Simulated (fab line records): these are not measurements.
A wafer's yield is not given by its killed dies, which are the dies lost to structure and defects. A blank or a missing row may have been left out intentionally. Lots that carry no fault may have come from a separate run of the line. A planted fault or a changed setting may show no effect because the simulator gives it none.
Code-filled problem report in 8D (eight disciplines) form    flow gf180mcu    the parts of the form that need people (team, actions taken, sign-off) are left out

1. PROBLEM STATEMENT
Mean SAB_CVD_00_THK at GF_SAB_THK_MEAS_01: 42.5 nm over 2 wafers in 2 lots; fault-free wafers: 50.0 nm, standard deviation 0.75. Relative to the usual mean, that is a shift of -10 standard deviations.
Seen first at day 18 18:49 on filmMetro-04, wafer L632.1. The record has a number at this step for 40 wafers belonging to 14 lots. By rule, "out" or "out of limits" means more than 4 standard deviations away from the usual mean. Any other wafer with a number is counted as sound.

2. WHAT IT IS AND WHAT IT IS NOT
question                     is                          is not
which readings at this step  SAB_CVD_00_THK              -
which lots                   L632, L633                  L619, L621, L622, L623, L624, L625, L626, L627, L638, L640, L641, L642
which wafers of those lots   L632.1, L633.1              L632.2, L633.4
read on which gauges         filmMetro-02, filmMetro-04  filmMetro-01
when                         from day 18 18:49           up to then (25 sound wafers); but 13 sound wafers of L633, L638, L640, L641, L642 came after

3. WHAT RULES OUT EACH SUSPECT
Counting: a tool at a process step up to the reading stays a suspect if it ran every lot that is out. Sound lots after the first of them don't rule it out here, since some wafers of a struck lot are sound.
- the gauge at GF_SAB_THK_MEAS_01: ruled out. 2 gauges (filmMetro-02, filmMetro-04) read the wafers that are out.
- pecvd-04 at GF_SAB_CVD_00 (deposits SiO2 from TEOS, target thk 50 nm, time 4.9302 s): kept. Ran every lot that is out, first one L632 (day 18 18:48); last sound lot up to then L626 (day 16 18:41).
The count leaves pecvd-04 at GF_SAB_CVD_00.

4. THE CAUSE (what the simulator had put in)
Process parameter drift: pecvd-04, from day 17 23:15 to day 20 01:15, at GF_SAB_CVD_00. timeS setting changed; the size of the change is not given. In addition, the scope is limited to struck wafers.
This tool alone remained once counting was done.

5. THE CHAIN OF EFFECTS, in route order
Each row: a reading whose mean over the struck wafers that have a number lies more than 3 standard deviations from the usual. Readings are gone through only where the record gives a usual standard deviation; hours: the median, over the lots, of the time from a lot's start at the first step in this table giving one to that lot's start at this step; sigmas: the change measured in usual standard deviations.
hours  step                reading         usual    on struck wafers  change  sigmas
0      GF_SAB_THK_MEAS_01  SAB_CVD_00_THK  50.0 nm  42.5              -7.5    -10
At these later measuring or inspecting steps, every struck wafer for which the step has a row has a number for every such reading, and none has moved that far: GF_M4_RS_MEAS_05.

6. WHAT WOULD HAVE CAUGHT IT SOONER
Counted from the fault's start at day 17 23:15, it took 20 hours until the first out-of-limits reading at a measuring or inspecting step in this record, taken at day 18 18:49.
Tool readings at GF_SAB_CVD_00 with a usual standard deviation given in the record: none out on any struck wafer, hence no alarm at a limit of 4 standard deviations on them.
Among the 2 lots that are out, L633 began GF_SAB_CVD_00 on pecvd-04 after day 18 18:49. Putting the tool on hold at that point would have spared it.
